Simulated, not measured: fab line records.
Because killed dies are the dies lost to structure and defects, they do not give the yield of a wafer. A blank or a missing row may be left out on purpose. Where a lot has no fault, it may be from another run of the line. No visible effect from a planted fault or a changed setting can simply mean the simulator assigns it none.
Chamber matching -- flow sky130 -- SKY_LI_CONTACT_ETCH_15 on rieDiel-04 has 4 sister chambers
The step etches PSG in C4F8/O2/Ar, stops on Si, target depth 600 nm. 18 wafers are shown with their chamber, then 9 later ones without.

## WAFERS, EACH WITH ITS CHAMBER
wafer,chamber,rfFwdPowerW (W),oesProductAu (a.u.)
L076.1,0,1493,0.827
L076.2,1,1486,0.835
L076.6,3,1496,0.834
L080.1,3,1490,0.844
L080.5,1,1488,0.834
L080.6,0,1492,0.842
L081.1,1,1491,0.825
L081.4,3,1492,0.838
L081.6,0,1496,0.837
L089.1,2,1499,0.835
L089.4,1,1496,0.845
L089.6,0,1491,0.829
L092.3,2,1498,0.836
L092.4,3,1488,0.831
L092.5,1,1488,0.831
L093.2,1,1494,0.839
L093.4,0,1494,0.841
L093.6,0,1492,0.833

SIGNATURES (averages over the wafers above)
reading,chamber 0,chamber 1,chamber 2,chamber 3,scatter within a chamber
rfFwdPowerW,1493.00,1490.50,1498.50,1491.50,3.01
oesProductAu,0.83483,0.83483,0.83550,0.83675,0.0061
Rule: a wafer lies at a distance from a chamber equal to the root of the sum of squares, over the readings, of (its reading less the chamber's mean, divided by the reading's scatter). If the next closest chamber is less than 2 further off than the closest, the wafer can't be placed; otherwise it belongs to the closest. The scatter is the square root of a quotient: the sum, over the shown wafers, of each reading's squared deviation from its chamber's mean, divided by wafers minus chambers.

## WAFERS WITHOUT THEIR CHAMBER
wafer,rfFwdPowerW (W),oesProductAu (a.u.)
L094.2,1493,0.837
L094.5,1490,0.837
L094.6,1496,0.840
L096.3,1484,0.835
L096.4,1494,0.841
L096.6,1484,0.838
L097.1,1499,0.842
L097.4,1490,0.836
L097.5,1493,0.840

## WHICH CHAMBER EACH WENT THROUGH
wafer,from the rows above,in truth
L094.2,can't be placed: 0 or 3 or 1 or 2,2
L094.5,can't be placed: 1 or 3 or 0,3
L094.6,can't be placed: 2 or 0 or 3 or 1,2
L096.3,can't be placed: 1 or 3 or 0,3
L096.4,can't be placed: 0 or 3 or 1 or 2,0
L096.6,can't be placed: 1 or 3 or 0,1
L097.1,can't be placed: 2 or 0 or 3 or 1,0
L097.4,can't be placed: 1 or 3 or 0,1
L097.5,can't be placed: 3 or 0 or 1 or 2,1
0 of 9 placed correctly. Cannot be placed on the basis of these rows: 9; the candidates contain the true chamber in 9. Placed wrongly: 0.
